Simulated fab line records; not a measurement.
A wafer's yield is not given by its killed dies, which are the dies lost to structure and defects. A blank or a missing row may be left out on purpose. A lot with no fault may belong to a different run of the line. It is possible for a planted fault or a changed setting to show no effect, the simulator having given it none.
fab line records ; flow sky130
record: lots: 5; wafers: 23
route steps=708 shown LDD_N@239 LDD_P@257 LDD_HVN@275 LDD_HVP@286 SPACER@304 SD_P@329 RES_XHIGH@334 SD_N@344
start-h: hours from the record's opening day to when the first of the lot's shown wafers began ; wait-h: how many hours have passed since the lot's step before this one ; " same as the row above ; L1.1+2: a row that stands for several wafers ; - no value present, or no start provided ; * or withheld: withheld ; < > ~ a bound
route shown NAME@n: NAME is a module with steps in the file, n the number in the route of the first one ; usual: mean and standard deviation over wafers with no fault ; same: alike in all rows ; chamber/n: place in a boat ; sites: the reading at each site ; _std_site: the values' standard deviation ; _edge_site: mean of outer sites minus mean of inner sites ; radius-mm: how far each site lies from the wafer's centre ; mask NAME#n: copy n ; behind: the tool/chamber that last shaped the wafer ; hold: what put the lot on hold/how long, in hours/how the hold closed ; device: which transistor (n, p or np) failed to switch ; end of line: the tests these same wafers got at the end of their route ; for a step that has no rows: nothing shown but its recipe ; killed: count of dies lost to structure and defects at first sort (not the wafer's yield) ; map: a wafer's dies, marking killed ones x, the rest . and places with no die _
set.NAME: the run value of the setting; set.NAME@STEP: its run value at that earlier step ; model.NAME: the simulator's own value behind a step, which no gauge read
lots run with intentionally changed settings; tables by step, rows by wafer
== steps ==
step: SKY_LDD_N_COAT_02
recipe: resist: NOVOLAK; spin-rpm: 3000; resist-thk-nm: 300
lot.wafer;tool;chamber;start-h;wait-h;set.spin-rpm;model.NOVOLAK_of_LDD_N_COAT_02.thk-nm
L077.1;litho-track-03;0;426.74;0.1;2834;308.7
L077.2;litho-track-03;0;426.74;0.1;2834;308
L077.3;litho-track-03;0;426.74;0.1;2834;309.1
L077.4;litho-track-03;0;426.74;0.1;3000;299.5
L077.6;litho-track-03;0;426.74;0.1;3000;299.8
L074.1;litho-track-04;0;426.93;0.1;3000;299
L074.4;litho-track-04;0;426.93;0.1;3000;299.6
L074.5;litho-track-04;0;426.93;0.1;3000;299.7
L078.1+3;litho-track-03;0;427.34;0.1;3000;300.1
L078.2;litho-track-03;0;427.34;0.1;3000;301.8
L078.4;litho-track-03;0;427.34;0.1;3000;301.4
L078.5;litho-track-03;0;427.34;0.1;3000;300.3
L082.1+3;litho-track-02;0;452.26;0.1;3000;300.1
L082.2;litho-track-02;0;452.26;0.1;3000;299.8
L082.4;litho-track-02;0;452.26;0.1;3000;300.7
L082.5;litho-track-02;0;452.26;0.1;3000;299.2
L083.1;litho-track-02;0;456.76;0.1;3087;295.7
L083.2;litho-track-02;0;456.76;0.1;3000;300.3
L083.4;litho-track-02;0;456.76;0.1;3087;296
L083.5;litho-track-02;0;456.76;0.1;3000;300.4
L083.6;litho-track-02;0;456.76;0.1;3087;295.9
step: SKY_LDD_N_IMPLANT_10
recipe: species: As; energy-kev: 20; dose-cm2: 7.5e+13; tilt-deg: withheld; rotation-deg: 203
lot.wafer;tool;chamber;start-h;wait-h;set.dose-cm2
L077.1+2+3+4+6;implanter-02;0;441.50;0.1;7.5e+13
L074.1+4+5;implanter-03;0;441.67;0.1;7.5e+13
L078.1+3+5;implanter-02;0;442.70;0.1;7.5e+13
L078.2+4;implanter-02;0;442.70;0.1;7.152e+13
L082.1+2+4;implanter-01;0;467.90;0.1;7.1e+13
L082.3+5;implanter-01;0;467.90;0.1;7.5e+13
L083.1+2;implanter-01;0;471.46;0.1;7.182e+13
L083.4+5+6;implanter-01;0;471.46;0.1;7.5e+13
step: SKY_LDD_N_IMPLANT_11
recipe: species: As; energy-kev: 20; dose-cm2: 7.5e+13; tilt-deg: withheld; rotation-deg: 293
step: SKY_LDD_N_IMPLANT_12
recipe: species: BF2; energy-kev: 50; dose-cm2: 5e+12; tilt-deg: 30; rotation-deg: 0
step: SKY_LDD_N_IMPLANT_14
recipe: species: BF2; energy-kev: 50; dose-cm2: 5e+12; tilt-deg: 30; rotation-deg: 180
step: SKY_LDD_N_IMPLANT_15
recipe: species: BF2; energy-kev: 50; dose-cm2: 5e+12; tilt-deg: 30; rotation-deg: 270
step: SKY_LDD_N_STRIP_16
recipe: chemistry: O2/N2; power-w: 1400; pressure-mtorr: 1500; platen-temp-c: withheld; o2-flow-sccm: 3000; n2-flow-sccm: 300; overash-fraction: 0.5
usual: strip-time-to-endpoint-s: 4.319/0.012
lot.wafer;tool;chamber;start-h;wait-h;set.spin-rpm@LDD_N_COAT_02;strip-time-to-endpoint-s
L077.1;plasma-asher-03;0;442.40;0.1;2834;4.431
L077.2;plasma-asher-03;1;442.40;0.1;2834;4.437
L077.3;plasma-asher-03;0;442.40;0.1;2834;4.434
L077.4;plasma-asher-03;1;442.40;0.1;3000;4.317
L077.6;plasma-asher-03;1;442.40;0.1;3000;4.315
L074.1;plasma-asher-04;1;442.57;0.1;3000;4.293
L074.4;plasma-asher-04;1;442.57;0.1;3000;4.294
L074.5;plasma-asher-04;0;442.57;0.1;3000;4.318
L078.1;plasma-asher-02;0;443.60;0.1;3000;4.325
L078.2;plasma-asher-02;1;443.60;0.1;3000;4.316
L078.3;plasma-asher-02;1;443.60;0.1;3000;4.297
L078.4;plasma-asher-02;0;443.60;0.1;3000;4.331
L078.5;plasma-asher-02;0;443.60;0.1;3000;4.315
L082.1;plasma-asher-03;0;468.80;0.1;3000;4.304
L082.2;plasma-asher-03;1;468.80;0.1;3000;4.299
L082.3;plasma-asher-03;1;468.80;0.1;3000;4.309
L082.4;plasma-asher-03;0;468.80;0.1;3000;4.318
L082.5;plasma-asher-03;0;468.80;0.1;3000;4.289
L083.1;plasma-asher-04;0;472.36;0.1;3087;4.245
L083.2;plasma-asher-04;1;472.36;0.1;3000;4.305
L083.4;plasma-asher-04;1;472.36;0.1;3087;4.264
L083.5;plasma-asher-04;1;472.36;0.1;3000;4.317
L083.6;plasma-asher-04;0;472.36;0.1;3087;4.263
step: SKY_LDD_P_COAT_02
recipe: resist: NOVOLAK; spin-rpm: 3000; resist-thk-nm: 1140
lot.wafer;tool;chamber;start-h;wait-h;set.resist-thk-nm;model.NOVOLAK_of_LDD_P_COAT_02.thk-nm
L077.1;litho-track-04;0;458.13;0.1;1140;1142
L077.2;litho-track-04;0;458.13;0.1;1072;1068
L077.3;litho-track-04;0;458.13;0.1;1072;1074
L077.4;litho-track-04;0;458.13;0.1;1140;1140
L077.6;litho-track-04;0;458.13;0.1;1072;1070
L074.1;litho-track-01;0;458.53;0.1;1140;1144
L074.4+5;litho-track-01;0;458.53;0.1;1140;1142
L078.1;litho-track-01;0;459.48;0.1;1140;1145
L078.2+5;litho-track-01;0;459.48;0.1;1140;1143
L078.3+4;litho-track-01;0;459.48;0.1;1140;1140
L082.1+4;litho-track-01;0;484.03;0.1;1202;1200
L082.2;litho-track-01;0;484.03;0.1;1140;1138
L082.3;litho-track-01;0;484.03;0.1;1202;1199
L082.5;litho-track-01;0;484.03;0.1;1140;1137
L083.1+2;litho-track-04;0;488.33;0.1;1140;1138
L083.4;litho-track-04;0;488.33;0.1;1090;1088
L083.5;litho-track-04;0;488.33;0.1;1090;1086
L083.6;litho-track-04;0;488.33;0.1;1140;1142
step: SKY_LDD_P_DEVELOP_06
recipe: resist: NOVOLAK; developer: TMAH; develop-time-s: 60; dev-temp-c: 23
lot.wafer;tool;chamber;start-h;wait-h;set.develop-time-s
L077.1+2+3+4+6;litho-track-02;0;472.11;0.1;60
L074.1+4+5;litho-track-02;0;473.06;0.1;60
L078.1+2;litho-track-01;0;473.48;0.1;54.9
L078.3+4+5;litho-track-01;0;473.48;0.1;60
L082.1+4+5;litho-track-04;0;499.13;0.1;67.87
L082.2+3;litho-track-04;0;499.13;0.1;60
L083.1+2+4+5+6;litho-track-01;0;503.43;0.1;60
step: SKY_LDD_P_IMPLANT_09
recipe: species: BF2; energy-kev: 25; dose-cm2: 1e+13; tilt-deg: withheld
step: SKY_LDD_P_STRIP_10
recipe: chemistry: O2/N2; power-w: 1400; pressure-mtorr: 1500; platen-temp-c: withheld; o2-flow-sccm: 3000; n2-flow-sccm: 300; overash-fraction: 0.5
usual: strip-time-to-endpoint-s: 14.19/0.037
lot.wafer;tool;chamber;start-h;wait-h;set.resist-thk-nm@LDD_P_COAT_02;strip-time-to-endpoint-s
L077.1;plasma-asher-02;1;472.57;0.1;1140;14.20
L077.2;plasma-asher-02;0;472.57;0.1;1072;13.32
L077.3;plasma-asher-02;0;472.57;0.1;1072;13.38
L077.4;plasma-asher-02;1;472.57;0.1;1140;14.19
L077.6;plasma-asher-02;0;472.57;0.1;1072;13.37
L074.1;plasma-asher-01;0;473.52;0.1;1140;14.22
L074.4;plasma-asher-01;1;473.52;0.1;1140;14.19
L074.5;plasma-asher-01;1;473.52;0.1;1140;14.20
L078.1;plasma-asher-04;0;473.93;0.1;1140;14.24
L078.2;plasma-asher-04;1;473.93;0.1;1140;14.22
L078.3;plasma-asher-04;0;473.93;0.1;1140;14.16
L078.4;plasma-asher-04;1;473.93;0.1;1140;14.17
L078.5;plasma-asher-04;1;473.93;0.1;1140;14.21
L082.1;plasma-asher-01;0;499.58;0.1;1202;14.83
L082.2;plasma-asher-01;1;499.58;0.1;1140;14.15
L082.3;plasma-asher-01;0;499.58;0.1;1202;14.83
L082.4;plasma-asher-01;1;499.58;0.1;1202;14.84
L082.5;plasma-asher-01;0;499.58;0.1;1140;14.15
L083.1;plasma-asher-04;0;503.88;0.1;1140;14.15
L083.2;plasma-asher-04;1;503.88;0.1;1140;14.15
L083.4;plasma-asher-04;0;503.88;0.1;1090;13.56
L083.5;plasma-asher-04;1;503.88;0.1;1090;13.55
L083.6;plasma-asher-04;0;503.88;0.1;1140;14.21
step: SKY_LDD_HVN_IMPLANT_08
recipe: species: P; energy-kev: 60; dose-cm2: 3e+13; tilt-deg: 40
lot.wafer;tool;chamber;start-h;wait-h;set.energy-kev;model.implant.rp-nm;model.implant.drp-nm
L077.1+2+6;implanter-04;0;504.16;0.0;57.92;54.52;27.31
L077.3+4;implanter-04;0;504.16;0.0;60;56.51;28.15
L074.1+4+5;implanter-02;0;505.21;0.0;60;56.1;28.15
L078.1+3+4;implanter-02;0;505.81;0.0;60;55.28;28.15
L078.2+5;implanter-02;0;505.81;0.0;59.07;54.41;27.77
L082.1+2+5;implanter-04;0;530.47;0.0;60;56.9;28.15
L082.3+4;implanter-04;0;530.47;0.0;59.09;56.02;27.78
L083.1+4;implanter-04;0;534.47;0.0;57.79;53.11;27.26
L083.2+5+6;implanter-04;0;534.47;0.0;60;55.18;28.15
step: SKY_LDD_HVP_IMPLANT_08
recipe: species: B; energy-kev: 20; dose-cm2: 1.7e+13; tilt-deg: 17.9
lot.wafer;tool;chamber;start-h;wait-h;set.energy-kev;model.implant.rp-nm;model.implant.drp-nm
L077.1+2;implanter-04;0;535.41;0.0;20;62.24;28.53
L077.3+4+6;implanter-04;0;535.41;0.0;19.31;60.11;27.84
L074.1+4+5;implanter-01;0;536.02;0.0;20;63.22;28.53
L078.1+2+3+4+5;implanter-01;0;537.27;0.0;20;63.91;28.53
L082.1+2+3+4+5;implanter-04;0;560.07;0.0;20;63.61;28.53
L083.1+6;implanter-01;0;563.96;0.0;19.14;60.98;27.66
L083.2+4+5;implanter-01;0;563.96;0.0;20;63.68;28.53
step: SKY_SPACER_CVD_00
recipe: material: Si3N4; precursor: DCS/NH3; target-thk-nm: 43.1; temp-c: 770; time-s: 740; pressure-mtorr: 250
lot.wafer;tool;chamber;start-h;wait-h;set.pressure-mtorr;model.Si3N4_of_SPACER_CVD_00.thk-nm
L077.1;-;-;-;0.0;285.7;44.92
L077.2;-;-;-;0.0;285.7;44.77
L077.3;-;-;-;0.0;285.7;44.7
L077.4;-;-;-;0.0;285.7;44.96
L077.6;-;-;-;0.0;285.7;44.97
L074.1;lpcvd-02;1;567.51;0.9;250;43.14
L074.4;lpcvd-02;1;567.51;0.9;250;43.09
L074.5;lpcvd-02;1;567.51;0.9;250;42.55
L078.1+2+3;-;-;-;0.0;278.8;44.55
L078.4;-;-;-;0.0;278.8;44.57
L078.5;-;-;-;0.0;278.8;44.3
L082.1;-;-;-;1.1;250;43.53
L082.2;-;-;-;1.1;250;43.38
L082.3;-;-;-;1.1;250;43.4
L082.4;-;-;-;1.1;250;43.45
L082.5;-;-;-;1.1;250;43.29
L083.1;-;-;-;0.5;233.8;41.72
L083.2;-;-;-;0.5;233.8;41.68
L083.4;-;-;-;0.5;233.8;41.61
L083.5;-;-;-;0.5;233.8;41.39
L083.6;-;-;-;0.5;233.8;41.58
step: SKY_SPACER_THK_MEAS_01
recipe: reads: Si3N4_of_SPACER_CVD_00
usual: SPACER_CVD_00_THK: 42.9/0.39
lot.wafer;tool;chamber;start-h;wait-h;set.pressure-mtorr@SPACER_CVD_00;SPACER_CVD_00_THK[nm]
L077.1;film-metro-02;-;-;-;285.7;44.9
L077.2;film-metro-02;-;-;-;285.7;44.8
L077.3;film-metro-02;-;-;-;285.7;44.7
L077.4;film-metro-02;-;-;-;285.7;44.9
L077.6;film-metro-02;-;-;-;285.7;45.0
L074.1;film-metro-01;-;568.72;0.0;250;43.1
L074.4;film-metro-01;-;568.72;0.0;250;43.0
L074.5;film-metro-01;-;568.72;0.0;250;42.6
L078.1;film-metro-01;-;-;-;278.8;44.5
L078.2;film-metro-01;-;-;-;278.8;44.5
L078.3;film-metro-01;-;-;-;278.8;44.5
L078.4;film-metro-01;-;-;-;278.8;44.6
L078.5;film-metro-01;-;-;-;278.8;44.3
L082.1;film-metro-01;-;-;-;250;43.5
L082.2;film-metro-01;-;-;-;250;43.4
L082.3;film-metro-01;-;-;-;250;43.4
L082.4;film-metro-01;-;-;-;250;43.5
L082.5;film-metro-01;-;-;-;250;43.3
L083.1;film-metro-02;-;-;-;233.8;41.7
L083.2;film-metro-02;-;-;-;233.8;41.7
L083.4;film-metro-02;-;-;-;233.8;41.6
L083.5;film-metro-02;-;-;-;233.8;41.4
L083.6;film-metro-02;-;-;-;233.8;41.5
step: SKY_SPACER_ETCHBACK_02
recipe: chemistry: CH3F/O2; target: Si3N4; stop-on: SiO2; source-w: 400; bias-w: 80; pressure-mtorr: 25; ch3f-flow-sccm: 40; O2_flow_sccm: 30; time-s: 46.7; target-depth-a: 450
lot.wafer;tool;chamber;start-h;wait-h;set.pressure-mtorr@SPACER_CVD_00;model.etch.depth-nm
L077.1+2+3+6;rie-diel-01;0,2,3,2;567.57;0.1;285.7;-
L077.4;rie-diel-01;3;567.57;0.1;285.7;44.96
L074.1;rie-diel-01;3;568.78;0.1;250;43.14
L074.4;rie-diel-01;2;568.78;0.1;250;43.09
L074.5;rie-diel-01;0;568.78;0.1;250;42.55
L078.1+2+3;rie-diel-03;3,0,2;568.84;0.1;278.8;44.55
L078.4;rie-diel-03;1;568.84;0.1;278.8;44.57
L078.5;rie-diel-03;3;568.84;0.1;278.8;44.3
L082.1;rie-diel-03;0;593.32;0.1;250;43.53
L082.2+3+4+5;rie-diel-03;2,3,1,3;593.32;0.1;250;-
L083.1+2+4;rie-diel-03;0,2,3;595.58;0.1;233.8;-
L083.5;rie-diel-03;1;595.58;0.1;233.8;41.39
L083.6;rie-diel-03;0;595.58;0.1;233.8;41.58
step: SKY_SD_P_IMPLANT_09
recipe: species: BF2; energy-kev: 20; dose-cm2: 3e+15; tilt-deg: 0
lot.wafer;tool;chamber;start-h;wait-h;set.energy-kev;model.implant.rp-nm;model.implant.drp-nm
L077.1+4;implanter-04;0;627.00;0.0;20;18.22;9.746
L077.2+3+6;implanter-04;0;627.00;0.0;18.91;17.44;9.37
L074.1+4+5;implanter-04;0;627.38;0.0;20;17.71;9.746
L078.1+5;implanter-04;0;627.98;0.0;20;17;9.746
L078.2+3+4;implanter-04;0;627.98;0.0;20.63;17.41;9.961
L082.1+2+3+4+5;implanter-02;0;652.03;0.0;20;17.33;9.746
L083.1+2+6;implanter-02;0;654.03;0.0;20;17.88;9.746
L083.4+5;implanter-02;0;654.03;0.0;21.01;18.58;10.09
step: SKY_SD_P_STRIP_10
recipe: chemistry: O2/N2; power-w: 1400; pressure-mtorr: 1500; platen-temp-c: withheld; o2-flow-sccm: 3000; n2-flow-sccm: 300; overash-fraction: 0.5
usual: strip-time-to-endpoint-s: 17.65/0.037
lot.wafer;tool;chamber;start-h;wait-h;set.energy-kev@SD_P_IMPLANT_09;strip-time-to-endpoint-s
L077.1;plasma-asher-03;1;627.15;0.1;20;17.67
L077.2;plasma-asher-03;0;627.15;0.1;18.91;17.55
L077.3;plasma-asher-03;1;627.15;0.1;18.91;17.47
L077.4;plasma-asher-03;0;627.15;0.1;20;17.66
L077.6;plasma-asher-03;1;627.15;0.1;18.91;17.54
L074.1;plasma-asher-02;0;627.53;0.1;20;17.64
L074.4;plasma-asher-02;0;627.53;0.1;20;17.66
L074.5;plasma-asher-02;1;627.53;0.1;20;17.63
L078.1;plasma-asher-02;0;628.13;0.1;20;17.60
L078.2;plasma-asher-02;1;628.13;0.1;20.63;17.72
L078.3;plasma-asher-02;0;628.13;0.1;20.63;17.71
L078.4;plasma-asher-02;1;628.13;0.1;20.63;17.76
L078.5;plasma-asher-02;0;628.13;0.1;20;17.59
L082.1;plasma-asher-01;1;652.18;0.1;20;17.67
L082.2;plasma-asher-01;0;652.18;0.1;20;17.66
L082.3;plasma-asher-01;1;652.18;0.1;20;17.64
L082.4;plasma-asher-01;0;652.18;0.1;20;17.65
L082.5;plasma-asher-01;1;652.18;0.1;20;17.62
L083.1;plasma-asher-02;1;654.18;0.1;20;17.73
L083.2;plasma-asher-02;0;654.18;0.1;20;17.70
L083.4;plasma-asher-02;1;654.18;0.1;21.01;17.86
L083.5;plasma-asher-02;1;654.18;0.1;21.01;17.83
L083.6;plasma-asher-02;0;654.18;0.1;20;17.68
step: SKY_SD_P_TW_MEAS_11
usual: SD_P_TW: 2832/18
lot.wafer;tool;chamber;start-h;wait-h;set.energy-kev@SD_P_IMPLANT_09;SD_P_TW
L077.1;film-metro-04;-;627.25;0.1;20;2834
L077.2;film-metro-04;-;627.25;0.1;18.91;2806
L077.3;film-metro-04;-;627.25;0.1;18.91;2797
L077.4;film-metro-04;-;627.25;0.1;20;2829
L077.6;film-metro-04;-;627.25;0.1;18.91;2787
L074.1;film-metro-02;-;627.63;0.1;20;2836
L074.4;film-metro-02;-;627.63;0.1;20;2816
L074.5;film-metro-02;-;627.63;0.1;20;2823
L078.1;film-metro-03;-;628.23;0.1;20;2865
L078.2;film-metro-03;-;628.23;0.1;20.63;2892
L078.3;film-metro-03;-;628.23;0.1;20.63;2901
L078.4;film-metro-03;-;628.23;0.1;20.63;2895
L078.5;film-metro-03;-;628.23;0.1;20;2860
L082.1;film-metro-03;-;652.28;0.1;20;2864
L082.2;film-metro-03;-;652.28;0.1;20;2860
L082.3;film-metro-03;-;652.28;0.1;20;2873
L082.4;film-metro-03;-;652.28;0.1;20;2858
L082.5;film-metro-03;-;652.28;0.1;20;2859
L083.1;film-metro-04;-;654.28;0.1;20;2820
L083.2;film-metro-04;-;654.28;0.1;20;2836
L083.4;film-metro-04;-;654.28;0.1;21.01;2873
L083.5;film-metro-04;-;654.28;0.1;21.01;2870
L083.6;film-metro-04;-;654.28;0.1;20;2830
step: SKY_RES_XHIGH_COAT_02
recipe: resist: NOVOLAK; spin-rpm: 3000; resist-thk-nm: 1140
lot.wafer;tool;chamber;start-h;wait-h;set.resist-thk-nm;model.NOVOLAK_of_RES_XHIGH_COAT_02.thk-nm
L077.1;litho-track-03;0;640.94;0.1;1140;1141
L077.2;litho-track-03;0;640.94;0.1;1140;1143
L077.3;litho-track-03;0;640.94;0.1;1140;1146
L077.4;litho-track-03;0;640.94;0.1;1140;1140
L077.6;litho-track-03;0;640.94;0.1;1140;1144
L074.1;litho-track-03;0;641.54;0.1;1140;1142
L074.4;litho-track-03;0;641.54;0.1;1140;1144
L074.5;litho-track-03;0;641.54;0.1;1140;1139
L078.1;litho-track-03;0;642.14;0.1;1202;1200
L078.2;litho-track-03;0;642.14;0.1;1140;1139
L078.3;litho-track-03;0;642.14;0.1;1140;1142
L078.4;litho-track-03;0;642.14;0.1;1202;1205
L078.5;litho-track-03;0;642.14;0.1;1202;1202
L082.1;litho-track-01;0;665.78;0.1;1197;1199
L082.2;litho-track-01;0;665.78;0.1;1140;1148
L082.3+4;litho-track-01;0;665.78;0.1;1197;1203
L082.5;litho-track-01;0;665.78;0.1;1140;1147
L083.1;litho-track-03;0;667.09;0.1;1096;1101
L083.2+5;litho-track-03;0;667.09;0.1;1140;1145
L083.4+6;litho-track-03;0;667.09;0.1;1096;1099
step: SKY_RES_XHIGH_SOFTBAKE_03
recipe: temp-c: 90; time-s: 60; resist: NOVOLAK
step: SKY_RES_XHIGH_EXPOSE_04
recipe: mask-id: URPM; na: 0.6; source-shape: conventional; sigma-outer: 0.6; polarization: unpolarized; target-cd-nm: 1270; dose-mj: 140
step: SKY_RES_XHIGH_DEVELOP_06
recipe: resist: NOVOLAK; developer: TMAH; develop-time-s: 60; dev-temp-c: 23
step: SKY_RES_XHIGH_IMPLANT_07
recipe: species: BF2; energy-kev: 19.62; dose-cm2: 3.6e+14; tilt-deg: 0
step: SKY_RES_XHIGH_STRIP_08
recipe: chemistry: O2/N2; power-w: 1400; pressure-mtorr: 1500; platen-temp-c: withheld; o2-flow-sccm: 3000; n2-flow-sccm: 300; overash-fraction: 0.5
usual: strip-time-to-endpoint-s: 14.27/0.039
lot.wafer;tool;chamber;start-h;wait-h;set.resist-thk-nm@RES_XHIGH_COAT_02;strip-time-to-endpoint-s
L077.1;plasma-asher-01;0;655.88;0.1;1140;14.28
L077.2;plasma-asher-01;1;655.88;0.1;1140;14.31
L077.3;plasma-asher-01;1;655.88;0.1;1140;14.34
L077.4;plasma-asher-01;0;655.88;0.1;1140;14.28
L077.6;plasma-asher-01;0;655.88;0.1;1140;14.31
L074.1;plasma-asher-03;1;656.19;0.1;1140;14.29
L074.4;plasma-asher-03;1;656.19;0.1;1140;14.32
L074.5;plasma-asher-03;1;656.19;0.1;1140;14.25
L078.1;plasma-asher-03;1;656.78;0.1;1202;14.93
L078.2;plasma-asher-03;0;656.78;0.1;1140;14.26
L078.3;plasma-asher-03;0;656.78;0.1;1140;14.29
L078.4;plasma-asher-03;1;656.78;0.1;1202;15.00
L078.5;plasma-asher-03;1;656.78;0.1;1202;14.94
L082.1;plasma-asher-04;0;679.93;0.1;1197;14.93
L082.2;plasma-asher-04;1;679.93;0.1;1140;14.35
L082.3;plasma-asher-04;1;679.93;0.1;1197;14.97
L082.4;plasma-asher-04;0;679.93;0.1;1197;14.97
L082.5;plasma-asher-04;0;679.93;0.1;1140;14.34
L083.1;plasma-asher-01;1;681.56;0.1;1096;13.80
L083.2;plasma-asher-01;0;681.56;0.1;1140;14.33
L083.4;plasma-asher-01;0;681.56;0.1;1096;13.79
L083.5;plasma-asher-01;0;681.56;0.1;1140;14.34
L083.6;plasma-asher-01;1;681.56;0.1;1096;13.79
step: SKY_SD_N_COAT_02
recipe: resist: NOVOLAK; spin-rpm: 3000; resist-thk-nm: 1140
lot.wafer;tool;chamber;start-h;wait-h;set.resist-thk-nm;model.NOVOLAK_of_SD_N_COAT_02.thk-nm
L077.1;litho-track-04;0;669.13;0.1;1078;1081
L077.2;litho-track-04;0;669.13;0.1;1140;1139
L077.3+4;litho-track-04;0;669.13;0.1;1140;1138
L077.6;litho-track-04;0;669.13;0.1;1078;1075
L074.1;litho-track-02;0;669.61;0.1;1140;1144
L074.4+5;litho-track-02;0;669.61;0.1;1140;1146
L078.1+2;litho-track-03;0;670.34;0.1;1140;1145
L078.3;litho-track-03;0;670.34;0.1;1112;1115
L078.4;litho-track-03;0;670.34;0.1;1140;1143
L078.5;litho-track-03;0;670.34;0.1;1112;1117
L082.1;litho-track-04;0;692.83;0.1;1140;1141
L082.2;litho-track-04;0;692.83;0.1;1140;1138
L082.3+5;litho-track-04;0;692.83;0.1;1140;1140
L082.4;litho-track-04;0;692.83;0.1;1140;1139
L083.1;litho-track-04;0;694.33;0.1;1140;1136
L083.2;litho-track-04;0;694.33;0.1;1083;1082
L083.4;litho-track-04;0;694.33;0.1;1083;1079
L083.5;litho-track-04;0;694.33;0.1;1083;1080
L083.6;litho-track-04;0;694.33;0.1;1140;1139
== key ==
split: step: SKY_LDD_N_COAT_02; setting: spin-rpm; stated: 3000; by: wafer
response: step: SKY_LDD_N_COAT_02; reading: model.NOVOLAK_of_LDD_N_COAT_02.thk-nm; change: -1.6; per: 1%; r: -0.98
response: step: SKY_LDD_N_STRIP_16; reading: strip-time-to-endpoint-s; change: *; per: 1%; r: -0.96
split: step: SKY_LDD_N_IMPLANT_10; setting: dose-cm2; stated: 7.5e+13; by: wafer
response none clear
split: step: SKY_LDD_P_COAT_02; setting: resist-thk-nm; stated: 1140; by: wafer
response: step: SKY_LDD_P_COAT_02; reading: model.NOVOLAK_of_LDD_P_COAT_02.thk-nm; change: +11.7; per: 1%; r: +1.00
response: step: SKY_LDD_P_STRIP_10; reading: strip-time-to-endpoint-s; change: *; per: 1%; r: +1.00
split: step: SKY_LDD_P_DEVELOP_06; setting: develop-time-s; stated: 60; by: wafer
response none clear
split: step: SKY_LDD_HVN_IMPLANT_08; setting: energy-kev; stated: 60; by: wafer
response: step: SKY_LDD_HVN_IMPLANT_08; reading: model.implant.rp-nm; change: +0.568; per: 1%; r: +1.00
response: step: SKY_LDD_HVN_IMPLANT_08; reading: model.implant.drp-nm; change: +0.241; per: 1%; r: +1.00
split: step: SKY_LDD_HVP_IMPLANT_08; setting: energy-kev; stated: 20; by: wafer
response: step: SKY_LDD_HVP_IMPLANT_08; reading: model.implant.rp-nm; change: +0.624; per: 1%; r: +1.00
response: step: SKY_LDD_HVP_IMPLANT_08; reading: model.implant.drp-nm; change: +0.202; per: 1%; r: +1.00
split: step: SKY_SPACER_CVD_00; setting: pressure-mtorr; stated: 250; by: lot
response: step: SKY_SPACER_CVD_00; reading: model.Si3N4_of_SPACER_CVD_00.thk-nm; change: +0.145; per: 1%; r: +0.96
response: step: SKY_SPACER_THK_MEAS_01; reading: SPACER_CVD_00_THK; change: +0.145; per: 1%; r: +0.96
response: step: SKY_SPACER_ETCHBACK_02; reading: model.etch.depth-nm; change: +0.153; per: 1%; r: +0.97
split: step: SKY_SD_P_IMPLANT_09; setting: energy-kev; stated: 20; by: wafer
response: step: SKY_SD_P_IMPLANT_09; reading: model.implant.rp-nm; change: +0.14; per: 1%; r: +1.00
response: step: SKY_SD_P_IMPLANT_09; reading: model.implant.drp-nm; change: +0.0685; per: 1%; r: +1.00
response: step: SKY_SD_P_STRIP_10; reading: strip-time-to-endpoint-s; change: *; per: 1%; r: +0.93
response: step: SKY_SD_P_TW_MEAS_11; reading: SD_P_TW; change: +7.89; per: 1%; r: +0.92
split: step: SKY_RES_XHIGH_COAT_02; setting: resist-thk-nm; stated: 1140; by: wafer
response: step: SKY_RES_XHIGH_COAT_02; reading: model.NOVOLAK_of_RES_XHIGH_COAT_02.thk-nm; change: +11.3; per: 1%; r: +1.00
response: step: SKY_RES_XHIGH_STRIP_08; reading: strip-time-to-endpoint-s; change: *; per: 1%; r: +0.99
split: step: SKY_SD_N_COAT_02; setting: resist-thk-nm; stated: 1140; by: wafer
response: step: SKY_SD_N_COAT_02; reading: model.NOVOLAK_of_SD_N_COAT_02.thk-nm; change: +11.3; per: 1%; r: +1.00
